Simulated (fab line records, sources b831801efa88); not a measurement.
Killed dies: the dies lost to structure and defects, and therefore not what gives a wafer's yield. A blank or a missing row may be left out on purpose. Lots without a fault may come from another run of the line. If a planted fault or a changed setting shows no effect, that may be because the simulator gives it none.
fab line records -- flow sfq_line
record lots=6, wafers=18, last_day=85
route steps=325 shown M3@126 I3@133
lots untouched by any fault: they come from a run of this same line in which no faults occurred
start_h: start of the lot's first displayed wafer, in hours after the record's first day -- wait_h: hours since the lot's step before -- " unchanged from the row above -- L1.1+2: a single row standing in for several wafers -- - value missing, or start not given -- * or withheld: withheld -- < > ~ a bound
route shown NAME@n: NAME is a module with steps in the file, n the number in the route of the first one -- usual: mean/standard deviation of fault-free wafers -- same: alike in all rows -- chamber/n: place in a boat -- sites: per-site readings -- _std_site: standard deviation across them -- _edge_site: inner sites' mean taken away from outer sites' mean -- radius_mm: how far each site lies from the wafer's centre -- mask NAME#n: copy n -- behind: the last tool/chamber to shape the wafer -- hold: the reason the lot was held/the length of the hold in hours/how it ended -- device: whichever transistor did not switch (one of n, p or np) -- end of line: the tests these same wafers got at the end of their route -- step lacking rows: just its recipe -- killed: at the first sort, the dies lost to defects and structure; wafer yield is something else -- map: per-die view of a wafer (x killed, . not killed, _ where there is no die)
set.NAME: the setting as run; set.NAME@STEP: as run at that earlier step -- model.NAME: the simulator's own value behind a step, which no gauge read
lots at some steps of the route; a table a step, a row a wafer
services: from which hour (start_h, from the record's first day; less than 0 if before it) a tool's chamber was out of use, for how many hours, and why
## steps
# step SFQ_TRILAYER_M3_LITHO_PEB_078
# recipe peb_temp_c=115, peb_time_s=60, resist=KrF
# step SFQ_TRILAYER_M3_LITHO_DEVELOP_077
# recipe time_s=60, resist=KrF
# step SFQ_M3_OVL_MEAS_921
# usual M3_OVL=1/6
lot.wafer,tool,chamber,start_h,wait_h,M3_OVL[nm]
L927.1,overlay-01,-,919.00,0.1,0
L927.2,overlay-01,-,919.00,0.1,-7
L927.4,overlay-01,-,919.00,0.1,-3
L932.3,overlay-02,-,1097.34,0.1,7
L932.4,overlay-02,-,1097.34,0.1,0
L932.5,overlay-02,-,1097.34,0.1,6
L933.2,overlay-02,-,1109.34,0.1,7
L933.4,overlay-02,-,1109.34,0.1,3
L933.6,overlay-02,-,1109.34,0.1,9
L934.1,overlay-01,-,1110.53,0.1,6
L934.2,overlay-01,-,1110.53,0.1,8
L934.5,overlay-01,-,1110.53,0.1,5
L935.2,overlay-01,-,1114.14,0.1,7
L935.3,overlay-01,-,1114.14,0.1,5
L935.4,overlay-01,-,1114.14,0.1,6
L942.3,overlay-01,-,1144.27,0.1,13
L942.5,overlay-01,-,1144.27,0.1,11
L942.6,overlay-01,-,1144.27,0.1,13
# step SFQ_TRILAYER_M3_BARC_OPEN_METAL_ETCH_100
# recipe mask_material=PR, chemistry=O2, target_depth_nm=125, target=BARC, icp_w=600, bias_w=80, pressure_mtorr=10, time_s=41.7
# usual drypump_motor_current_A=5.90/0.25, oes_product_au=0.685/0.0042
lot.wafer,tool,chamber,start_h,wait_h,drypump_motor_current_A,oes_product_au,rf_hours_counter_h
L927.1,rie_metal-04,0,919.04,0.0,5.80,0.682,8
L927.2,rie_metal-04,1,919.04,0.0,5.92,0.684,1
L927.4,rie_metal-04,0,919.04,0.0,5.79,0.685,-
L932.3,rie_metal-03,0,1097.39,0.0,6.42,0.687,-
L932.4,rie_metal-03,1,1097.39,0.0,6.03,0.677,-
L932.5,rie_metal-03,1,1097.39,0.0,6.02,0.680,-
L933.2,rie_metal-01,1,1109.37,0.0,5.60,0.691,31
L933.4,rie_metal-01,0,1109.37,0.0,5.58,0.691,-
L933.6,rie_metal-01,0,1109.37,0.0,5.57,0.687,-
L934.1,rie_metal-03,1,1110.57,0.0,6.03,0.689,14
L934.2,rie_metal-03,0,1110.57,0.0,6.43,0.688,74
L934.5,rie_metal-03,1,1110.57,0.0,6.01,0.690,-
L935.2,rie_metal-01,1,1114.17,0.0,5.60,0.685,31
L935.3,rie_metal-01,0,1114.17,0.0,5.58,0.683,-
L935.4,rie_metal-01,1,1114.17,0.0,5.64,0.687,-
L942.3,rie_metal-04,0,1144.31,0.0,5.78,0.683,-
L942.5,rie_metal-04,0,1144.31,0.0,5.78,0.688,-
L942.6,rie_metal-04,1,1144.31,0.0,5.93,0.685,-
# step SFQ_TRILAYER_M3_ETCH_METAL_ETCH_078
# recipe target=Nb, stop_on=SiO2, mask_material=PR, chemistry=Cl2/Ar, target_depth_nm=240, icp_w=600, bias_w=80, pressure_mtorr=10, time_s=120
# step SFQ_TRILAYER_M3_STRIP_STRIP_079
# recipe gas=O2, power_w=200, platen_temp_c=40, overash_fraction=0.65, chemistry=O2, pressure_mtorr=50
# step SFQ_TRILAYER_M3_STRIP_SOLV_CLEAN_080
# recipe chemistry=NMP, temp_c=70, time_s=600
# step SFQ_TRILAYER_I3_DEP_PECVD_081
# recipe material=SiO2, temp_c=150, time_s=111.11, pressure_torr=2.4, rf_w=183.3, precursor=SiH4/N2O, target_thk_nm=500
# usual heater_power_w=77/12, throttle_valve_pct=24.6/1.4
lot.wafer,tool,chamber,start_h,wait_h,heater_power_w,since_wet_clean_h,throttle_valve_pct
L927.1,pecvd-01,0,920.00,0.0,91,1465,26.1
L927.2,pecvd-01,1,920.00,0.0,82,1465,25.3
L927.4,pecvd-01,2,920.00,0.0,76,-,25.0
L932.3,pecvd-02,1,1098.59,0.0,47,890,27.1
L932.4,pecvd-02,0,1098.59,0.0,86,-,24.8
L932.5,pecvd-02,1,1098.59,0.0,52,-,27.2
L933.2,pecvd-03,1,1110.33,0.0,82,533,24.5
L933.4,pecvd-03,1,1110.33,0.0,67,-,24.3
L933.6,pecvd-03,2,1110.33,0.0,74,-,25.8
L934.1,pecvd-01,1,1111.53,0.0,88,164,22.1
L934.2,pecvd-01,0,1111.53,0.0,85,164,23.1
L934.5,pecvd-01,2,1111.53,0.0,74,-,22.9
L935.2,pecvd-03,1,1115.13,0.0,67,537,24.4
L935.3,pecvd-03,2,1115.13,0.0,69,537,25.7
L935.4,pecvd-03,0,1115.13,0.0,84,-,23.9
L942.3,pecvd-03,0,1145.27,0.0,87,568,23.6
L942.5,pecvd-03,2,1145.27,0.0,71,-,25.8
L942.6,pecvd-03,1,1145.27,0.0,79,-,24.6
# step SFQ_TRILAYER_I3_CMP_CMP_082
# recipe material=SiO2, down_force_psi=3, platen_rpm=60, pad_velocity_m_s=0.94248
# step SFQ_I3_BOW_MEAS_922
# recipe mode=bow
# usual I3_BOW=4/8.2
lot.wafer,tool,chamber,start_h,wait_h,I3_BOW[um]
L927.1,film_metro-04,-,923.67,2.0,5
L927.2,film_metro-04,-,923.67,2.0,10
L927.4,film_metro-04,-,923.67,2.0,17
L932.3,film_metro-04,-,1101.71,2.0,0
L932.4,film_metro-04,-,1101.71,2.0,19
L932.5,film_metro-04,-,1101.71,2.0,-4
L933.2,film_metro-03,-,1113.43,2.0,0
L933.4,film_metro-03,-,1113.43,2.0,-9
L933.6,film_metro-03,-,1113.43,2.0,8
L934.1,film_metro-02,-,1114.61,1.0,4
L934.2,film_metro-02,-,1114.61,1.0,7
L934.5,film_metro-02,-,1114.61,1.0,2
L935.2,film_metro-03,-,1118.23,1.5,-4
L935.3,film_metro-03,-,1118.23,1.5,-10
L935.4,film_metro-03,-,1118.23,1.5,-2
L942.3,film_metro-03,-,1155.08,1.0,4
L942.5,film_metro-03,-,1155.08,1.0,10
L942.6,film_metro-03,-,1155.08,1.0,7
# step SFQ_TRILAYER_I3_METRO_MEASURE_083
# usual thk_nm=200.4/1
lot.wafer,tool,chamber,start_h,wait_h,thk_nm
L927.1,film_metro-04,-,923.79,0.1,198.9
L927.2,film_metro-04,-,923.79,0.1,198.1
L927.4,film_metro-04,-,923.79,0.1,199.5
L932.3,film_metro-04,-,1102.19,0.5,201.0
L932.4,film_metro-04,-,1102.19,0.5,203.0
L932.5,film_metro-04,-,1102.19,0.5,201.7
L933.2,film_metro-03,-,1113.73,0.3,200.2
L933.4,film_metro-03,-,1113.73,0.3,199.5
L933.6,film_metro-03,-,1113.73,0.3,199.6
L934.1,film_metro-02,-,1114.73,0.1,199.9
L934.2,film_metro-02,-,1114.73,0.1,201.4
L934.5,film_metro-02,-,1114.73,0.1,200.7
L935.2,film_metro-03,-,1118.53,0.3,200.1
L935.3,film_metro-03,-,1118.53,0.3,201.1
L935.4,film_metro-03,-,1118.53,0.3,199.8
L942.3,film_metro-03,-,1155.56,0.5,201.9
L942.5,film_metro-03,-,1155.56,0.5,200.9
L942.6,film_metro-03,-,1155.56,0.5,202.3
# step SFQ_TRILAYER_I3_VIA_LITHO_COAT_090
# recipe resist=BARC, spin_rpm=3000, resist_thk_nm=62
# step SFQ_TRILAYER_I3_VIA_LITHO_COAT_085
# recipe resist=KrF, spin_rpm=3000, resist_thk_nm=650
lot.wafer,tool,chamber,start_h,wait_h,model.KrF_of_TRILAYER_I3_VIA_LITHO_COAT_085.thk_nm
L927.1,litho_track-01,0,925.29,0.2,648.8
L927.2,litho_track-01,0,925.29,0.2,650.2
L927.4,litho_track-01,0,925.29,0.2,649.4
L932.3,litho_track-02,0,1103.39,0.2,655.2
L932.4+5,litho_track-02,0,1103.39,0.2,654.1
L933.2,litho_track-01,0,1115.08,0.2,651.6
L933.4,litho_track-01,0,1115.08,0.2,650.3
L933.6,litho_track-01,0,1115.08,0.2,666.1
L934.1,litho_track-02,0,1116.23,0.2,648.6
L934.2,litho_track-02,0,1116.23,0.2,648
L934.5,litho_track-02,0,1116.23,0.2,647.9
L935.2,litho_track-01,0,1119.88,0.2,649.4
L935.3,litho_track-01,0,1119.88,0.2,662.7
L935.4,litho_track-01,0,1119.88,0.2,648.8
L942.3,litho_track-03,0,1156.76,0.2,648.9
L942.5,litho_track-03,0,1156.76,0.2,650.2
L942.6,litho_track-03,0,1156.76,0.2,650.4
# step SFQ_TRILAYER_I3_VIA_LITHO_SOFTBAKE_089
# recipe temp_c=withheld, time_s=withheld, resist=KrF
# step SFQ_TRILAYER_I3_VIA_LITHO_EXPOSE_086
# recipe mask_id=I3, na=0.6, source_shape=conventional, sigma_outer=0.65, target_cd_nm=500, dose_mj=21.3
# step SFQ_TRILAYER_I3_VIA_LITHO_PEB_088
# recipe peb_temp_c=115, peb_time_s=60, resist=KrF
# step SFQ_TRILAYER_I3_VIA_LITHO_DEVELOP_087
# recipe time_s=60, resist=KrF
# step SFQ_I3_OVL_MEAS_923
# usual I3_OVL=-1/4.8
lot.wafer,tool,chamber,start_h,wait_h,I3_OVL[nm]
L927.1,overlay-01,-,1073.23,0.1,0
L927.2,overlay-01,-,1073.23,0.1,-7
L927.4,overlay-01,-,1073.23,0.1,-3
L932.3,overlay-01,-,1191.12,0.1,1
L932.4,overlay-01,-,1191.12,0.1,-2
L932.5,overlay-01,-,1191.12,0.1,-11
L933.2,overlay-01,-,1195.91,0.1,4
L933.4,overlay-01,-,1195.91,0.1,6
L933.6,overlay-01,-,1195.91,0.1,4
L934.1,overlay-02,-,1197.11,0.1,5
L934.2,overlay-02,-,1197.11,0.1,-1
L934.5,overlay-02,-,1197.11,0.1,-2
L935.2,overlay-01,-,1198.31,0.1,-2
L935.3,overlay-01,-,1198.31,0.1,-2
L935.4,overlay-01,-,1198.31,0.1,0
L942.3,overlay-01,-,1224.72,0.1,1
L942.5,overlay-01,-,1224.72,0.1,2
L942.6,overlay-01,-,1224.72,0.1,-6
# step SFQ_TRILAYER_I3_VIA_BARC_OPEN_VIA_ETCH_121
# recipe mask_material=PR, chemistry=O2, target_depth_nm=125, target=BARC, source_w=500, bias_w=80, pressure_mtorr=30, time_s=41.7
# usual drypump_motor_current_A=5.9/0.67, oes_product_au=0.686/0.0045
lot.wafer,tool,chamber,start_h,wait_h,drypump_motor_current_A,oes_product_au,rf_hours_counter_h
L927.1,rie_diel-01,0,1073.27,0.0,5.3,0.692,11
L927.2,rie_diel-01,2,1073.27,0.0,6.8,0.693,3
L927.4,rie_diel-01,1,1073.27,0.0,4.8,0.693,16
L932.3,rie_diel-04,3,1191.14,0.0,6.6,0.689,10
L932.4,rie_diel-04,1,1191.14,0.0,5.3,0.687,9
L932.5,rie_diel-04,1,1191.14,0.0,5.3,0.693,-
L933.2,rie_diel-04,2,1195.94,0.0,5.5,0.683,4
L933.4,rie_diel-04,3,1195.94,0.0,6.6,0.689,10
L933.6,rie_diel-04,0,1195.94,0.0,5.4,0.686,-
L934.1,rie_diel-01,1,1197.14,0.0,4.8,0.681,2
L934.2,rie_diel-01,0,1197.14,0.0,5.3,0.682,14
L934.5,rie_diel-01,3,1197.14,0.0,6.7,0.685,-
L935.2,rie_diel-03,0,1198.34,0.0,6.3,0.687,14
L935.3,rie_diel-03,2,1198.34,0.0,5.3,0.690,8
L935.4,rie_diel-03,1,1198.34,0.0,6.6,0.682,2
L942.3,rie_diel-04,3,1224.74,0.0,6.6,0.682,11
L942.5,rie_diel-04,2,1224.74,0.0,5.5,0.692,-
L942.6,rie_diel-04,1,1224.74,0.0,5.3,0.684,-
# step SFQ_TRILAYER_I3_VIA_ETCH_VIA_ETCH_088
# recipe target=SiO2, stop_on=Nb, mask_material=PR, taper_deg=20, chemistry=CHF3, target_depth_nm=260, source_w=500, bias_w=80, pressure_mtorr=30, time_s=withheld
# usual drypump_motor_current_A=5.9/0.67, oes_product_au=0.855/0.0045
lot.wafer,tool,chamber,start_h,wait_h,drypump_motor_current_A,oes_product_au,model.KrF_of_TRILAYER_I3_VIA_LITHO_COAT_085.thk_nm
L927.1,rie_diel-01,0,1073.31,0.0,5.3,0.851,527
L927.2,rie_diel-01,2,1073.31,0.0,6.7,0.854,526.9
L927.4,rie_diel-01,1,1073.31,0.0,4.8,0.854,527.9
L932.3,rie_diel-04,3,1191.18,0.0,6.6,0.858,533.1
L932.4,rie_diel-04,1,1191.18,0.0,5.3,0.867,531.7
L932.5,rie_diel-04,1,1191.18,0.0,5.3,0.859,531.4
L933.2,rie_diel-04,2,1195.98,0.0,5.5,0.850,529.9
L933.4,rie_diel-04,3,1195.98,0.0,6.6,0.849,527.3
L933.6,rie_diel-04,0,1195.98,0.0,5.4,0.853,544.5
L934.1,rie_diel-01,1,1197.18,0.0,4.8,0.848,525.6
L934.2,rie_diel-01,0,1197.18,0.0,5.2,0.857,525.7
L934.5,rie_diel-01,3,1197.18,0.0,6.7,0.858,524.7
L935.2,rie_diel-03,0,1198.38,0.0,6.3,0.853,526.5
L935.3,rie_diel-03,2,1198.38,0.0,5.3,0.855,540.7
L935.4,rie_diel-03,1,1198.38,0.0,6.6,0.855,528.4
L942.3,rie_diel-04,3,1224.78,0.0,6.6,0.861,526.6
L942.5,rie_diel-04,2,1224.78,0.0,5.5,0.865,529.5
L942.6,rie_diel-04,1,1224.78,0.0,5.3,0.861,527.4
# step SFQ_TRILAYER_I3_VIA_STRIP_STRIP_089
# recipe gas=O2, power_w=200, platen_temp_c=40, overash_fraction=0.65, chemistry=O2, pressure_mtorr=50
# usual drypump_motor_current_A=5.9/0.34, oes_product_au=0.999/0.009, platen_temp_c=39.99/0.12
lot.wafer,tool,chamber,start_h,wait_h,drypump_motor_current_A,oes_product_au,platen_temp_c,rf_hours_counter_h
L927.1,rie_metal-03,0,1073.42,-,6.5,0.991,40.07,71
L927.2,rie_metal-03,1,1073.42,-,6.0,1.010,40.04,11
L927.4,rie_metal-03,0,1073.42,-,6.5,0.989,39.94,-
L932.3,rie_metal-03,0,1191.50,-,6.4,0.986,40.04,-
L932.4,rie_metal-03,1,1191.50,-,6.0,1.004,39.93,-
L932.5,rie_metal-03,1,1191.50,-,6.0,1.001,40.12,-
L933.2,rie_metal-04,0,1196.10,-,5.8,1.008,39.94,48
L933.4,rie_metal-04,0,1196.10,-,5.8,1.006,40.18,-
L933.6,rie_metal-04,1,1196.10,-,5.9,0.991,39.85,-
L934.1,rie_metal-03,1,1197.30,-,6.0,1.003,40.07,28
L934.2,rie_metal-03,0,1197.30,-,6.4,0.987,40.13,89
L934.5,rie_metal-03,0,1197.30,-,6.4,0.982,40.02,-
L935.2,rie_metal-04,0,1198.50,-,5.8,0.993,39.96,49
L935.3,rie_metal-04,1,1198.50,-,5.9,0.999,39.94,-
L935.4,rie_metal-04,0,1198.50,-,5.8,1.000,39.96,-
L942.3,rie_metal-02,1,1225.10,-,5.4,0.989,40.03,-
L942.5,rie_metal-02,0,1225.10,-,5.7,1.003,40.01,-
L942.6,rie_metal-02,1,1225.10,-,5.4,1.002,40.07,-
## services
tool,chamber,start_h,hours,kind
rie_diel-01,3,896.08,6.3,repair
rie_diel-04,2,914.53,7.9,repair
rie_metal-04,-,915.31,2.8,pm
rie_diel-04,-,923.37,0.6,repair
rie_diel-04,0,926.01,2.6,repair
film_metro-03,-,944.59,1.2,pm
rie_diel-01,0,948.08,7.6,repair
film_metro-03,-,950.91,0.3,pm
rie_diel-04,-,960.19,0.8,repair
pecvd-03,-,961.19,1.5,repair
rie_metal-03,-,966.01,0.3,repair
rie_diel-04,-,998.22,1.0,repair
pecvd-03,-,1006.23,0.7,repair
rie_diel-04,-,1010.44,0.6,repair
film_metro-03,-,1013.55,0.7,pm
rie_diel-01,0,1039.61,12.9,repair
rie_metal-03,1,1048.59,3.9,repair
rie_metal-04,1,1059.76,7.1,repair
rie_metal-04,-,1082.37,1.4,repair
rie_diel-04,3,1082.51,7.5,repair
rie_diel-01,3,1113.61,7.6,repair
rie_diel-01,3,1176.94,7.6,repair
rie_diel-04,-,1182.89,0.7,repair
rie_metal-03,1,1186.07,1.7,repair
## key
first_sign none at tools or gauges
model_effect step=SFQ_TRILAYER_I3_VIA_LITHO_COAT_085, value=KrF_of_TRILAYER_I3_VIA_LITHO_COAT_085.thk_nm, without=650.7, struck=664.4
model_effect step=SFQ_TRILAYER_I3_VIA_ETCH_VIA_ETCH_088, value=KrF_of_TRILAYER_I3_VIA_LITHO_COAT_085.thk_nm, without=528.9, struck=542.6
met_at SFQ_TRILAYER_I3_VIA_LITHO_COAT_085
struck_wafers L933.6,L935.3
onset_between 925.29 1115.08
fault kind=process_parameter_drift, tool=litho_track-01, chamber=-, onset_h=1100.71, steps=SFQ_TRILAYER_I3_VIA_LITHO_COAT_085, channel=resist_thk_nm, offset=13.655, shape=step, end_h=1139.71, scope=struck_wafers_only, acts_in=these_recipes_only, stated=650
